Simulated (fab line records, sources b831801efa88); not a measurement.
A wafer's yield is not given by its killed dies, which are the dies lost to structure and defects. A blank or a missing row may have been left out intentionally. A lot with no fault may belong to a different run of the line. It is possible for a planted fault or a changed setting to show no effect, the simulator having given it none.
The tool behind it: which one? | flow sky130 | Sampling: 13 lots, 39 wafers, 5 of 708 route steps

== WHAT EACH GAUGE READ, for each wafer ==
SKY_LI_CONTACT_RS_MEAS_22: measures by four-point-probe. Usual: for LI_CONTACT_W_RS the level is 0.284 ohm/sq and the standard deviation is 0.0056.
lot  | measured     | on            | LI_CONTACT_W_RS (ohm/sq) | flag
L924 | day 29 09:41 | film_metro-03 | 0.274 0.288 0.276        |
L925 | day 29 22:05 | film_metro-03 | 0.286 0.274 0.288        |
L926 | day 30 02:18 | film_metro-03 | 0.287 0.288 0.284        |
L929 | day 31 14:38 | film_metro-04 | 0.287 0.286 0.285        |
L928 | day 31 15:35 | film_metro-03 | 0.285 0.288 0.288        |
L931 | day 31 17:59 | film_metro-04 | 0.287 0.286 0.288        |
L932 | day 32 13:45 | film_metro-04 | 0.285 0.288 0.284        |
L935 | day 33 01:28 | film_metro-04 | 0.288 0.289 0.287        |
L934 | day 33 05:56 | film_metro-04 | 0.287 0.274 0.284        |
L941 | day 35 15:45 | film_metro-03 | 0.289 0.289 0.293        |
L944 | day 36 03:41 | film_metro-04 | 0.273 0.286 0.286        |
L946 | day 36 10:23 | film_metro-03 | 0.288 0.273 0.289        |
L945 | day 36 17:42 | film_metro-04 | 0.286 0.284 0.283        |

SKY_LOCAL_INTERCONNECT_CD_MEAS_11: target cd 170 nm. Usual: cd_nm reads 169.9 nm (standard deviation 1.4).
lot  | measured     | on        | cd_nm (nm)        | flag
L924 | day 30 14:32 | cd_sem-02 | 169.6 169.6 169.3 |
L925 | day 31 03:08 | cd_sem-02 | 169.9 168.9 169.5 |
L926 | day 31 06:46 | cd_sem-02 | 169.5 169.2 169.6 |
L929 | day 32 18:55 | cd_sem-01 | 169.7 169.1 168.2 |
L928 | day 32 19:50 | cd_sem-01 | 171.1 171.2 169.8 |
L931 | day 32 21:57 | cd_sem-02 | 167.5 166.9 167.1 |
L932 | day 33 17:24 | cd_sem-01 | 169.3 168.9 169.1 |
L935 | day 34 04:43 | cd_sem-02 | 169.7 170.2 170.0 |
L934 | day 34 09:44 | cd_sem-02 | 169.7 172.3 170.1 |
L941 | day 36 18:36 | cd_sem-01 | 170.5 170.5 170.2 |
L944 | day 37 06:57 | cd_sem-02 | 112.0 171.8 112.0 | OFF
L946 | day 37 13:32 | cd_sem-02 | 113.7 168.9 112.1 | OFF
L945 | day 37 20:06 | cd_sem-02 | 117.5 170.6 118.3 | OFF

SKY_LOCAL_INTERCONNECT_OVL_MEAS_12. Usual: for LOCAL_INTERCONNECT_OVL the level is 1 nm and the standard deviation is 6.5.
lot  | measured     | on         | LOCAL_INTERCONNECT_OVL (nm) | flag
L924 | day 30 14:40 | overlay-01 | 2 -1 -3                     |
L925 | day 31 03:13 | overlay-01 | 3 7 3                       |
L926 | day 31 06:52 | overlay-02 | 5 5 -4                      |
L929 | day 32 19:02 | overlay-01 | -7 -4 -6                    |
L928 | day 32 19:58 | overlay-02 | 1 -1 -2                     |
L931 | day 32 22:04 | overlay-01 | 12 8 12                     |
L932 | day 33 17:31 | overlay-02 | 11 9 2                      |
L935 | day 34 04:50 | overlay-01 | 4 -8 1                      |
L934 | day 34 09:52 | overlay-02 | 2 -1 3                      |
L941 | day 36 18:43 | overlay-02 | 1 -1 -4                     |
L944 | day 37 07:04 | overlay-02 | -7 3 1                      |
L946 | day 37 13:39 | overlay-02 | 0 -7 2                      |
L945 | day 37 20:13 | overlay-02 | 8 6 -1                      |

== WHICH TOOL RAN EACH LOT (tool, then ch and the chambers of the sampled wafers, then the start) ==
lot  | SKY_LI_CONTACT_CMP_24         | SKY_LOCAL_INTERCONNECT_EXPOSE_08
L924 | cmp-02 ch 0,2,3, day 29 09:52 | krf_scanner-01 ch 0, day 30 01:06
L925 | cmp-01 ch 2,3, day 29 22:14   | krf_scanner-02 ch 0, day 30 12:46
L926 | cmp-02 ch 1,3, day 30 02:28   | krf_scanner-02 ch 0, day 30 16:22
L929 | cmp-01 ch 1,2,3, day 31 14:49 | krf_scanner-02 ch 0, day 32 05:02
L928 | cmp-01 ch 0,2,3, day 31 15:49 | krf_scanner-01 ch 0, day 32 06:21
L931 | cmp-02 ch 0,1,2, day 31 18:10 | krf_scanner-02 ch 0, day 32 08:50
L932 | cmp-01 ch 0,1,2, day 32 13:59 | krf_scanner-02 ch 0, day 33 03:51
L935 | cmp-02 ch 0,2, day 33 01:41   | krf_scanner-01 ch 0, day 33 15:57
L934 | cmp-02 ch 1,2,3, day 33 06:10 | krf_scanner-01 ch 0, day 33 20:26
L941 | cmp-02 ch 1,2,3, day 35 15:56 | krf_scanner-02 ch 0, day 36 05:47
L944 | cmp-01 ch 0,2,3, day 36 03:52 | krf_scanner-02 ch 0, day 36 17:54
L946 | cmp-02 ch 0,1,3, day 36 10:34 | krf_scanner-02 ch 0, day 37 00:33
L945 | cmp-02 ch 0,1,2, day 36 17:56 | krf_scanner-02 ch 0, day 37 07:45
- SKY_LI_CONTACT_CMP_24: polishes, stops on PSG, t overpolish 20 s, target thk 0 nm.
- SKY_LOCAL_INTERCONNECT_EXPOSE_08: exposes mask LI1M, target cd 170 nm.

== AS READ BY THE TOOLS THEMSELVES (means over the sampled wafers that have a number; for cases with no such wafer, the mark the record gives instead) ==
SKY_LI_CONTACT_CMP_24. Usual: motor_current_A 10.7 A, standard deviation 1; overpolish_run_s 19.999 s, standard deviation 0.0079; time_to_endpoint_s 96 s, standard deviation 5.
lot  | tool   | motor_current_A (A) | overpolish_run_s (s) | time_to_endpoint_s (s) | flag
L924 | cmp-02 | 11.0                | 19.997               | 95                     |
L925 | cmp-01 | 9.1                 | 20.000               | 100                    |
L926 | cmp-02 | 10.7                | 19.993               | 94                     |
L929 | cmp-01 | 9.3                 | 20.000               | 98                     |
L928 | cmp-01 | 10.0                | 20.003               | 99                     |
L931 | cmp-02 | 11.3                | 20.005               | 92                     |
L932 | cmp-01 | 10.3                | 19.990               | 100                    |
L935 | cmp-02 | 11.2                | 19.992               | 89                     |
L934 | cmp-02 | 11.3                | 19.999               | 93                     |
L941 | cmp-02 | 11.3                | 20.001               | 93                     |
L944 | cmp-01 | 9.7                 | 19.995               | 101                    |
L946 | cmp-02 | 11.4                | 20.001               | 97                     |
L945 | cmp-02 | 11.3                | 20.000               | 95                     |

== THE ANSWER, worked out from the rows above alone ==
Rule: a lot counts as off when the mean over its wafers that have a number is more than 3 standard deviations away from the usual mean. A lot without any number at a reading at which 4 lots or more have one is off too. All remaining lots with rows at the step are treated as sound. The gauges are gone through in route order, then the tools' own readings, and for those a lot's mean is taken as printed above. At the first step where some lot is off, the reading lying furthest off is the one used; lots without a number count as furthest.
Off: L944, L946, L945 (SKY_LOCAL_INTERCONNECT_CD_MEAS_11, cd_nm).
If a tool, at a process step before that reading, ran all the lots that are off and no sound lot after the first of them, it fits. Gauges at SKY_LOCAL_INTERCONNECT_CD_MEAS_11: tried the same way as those tools. Undecided on this evidence; 2 tools fit (krf_scanner-02 at SKY_LOCAL_INTERCONNECT_EXPOSE_08, cd_sem-02 at SKY_LOCAL_INTERCONNECT_CD_MEAS_11).

== WHAT THE SIMULATOR PUT IN ==
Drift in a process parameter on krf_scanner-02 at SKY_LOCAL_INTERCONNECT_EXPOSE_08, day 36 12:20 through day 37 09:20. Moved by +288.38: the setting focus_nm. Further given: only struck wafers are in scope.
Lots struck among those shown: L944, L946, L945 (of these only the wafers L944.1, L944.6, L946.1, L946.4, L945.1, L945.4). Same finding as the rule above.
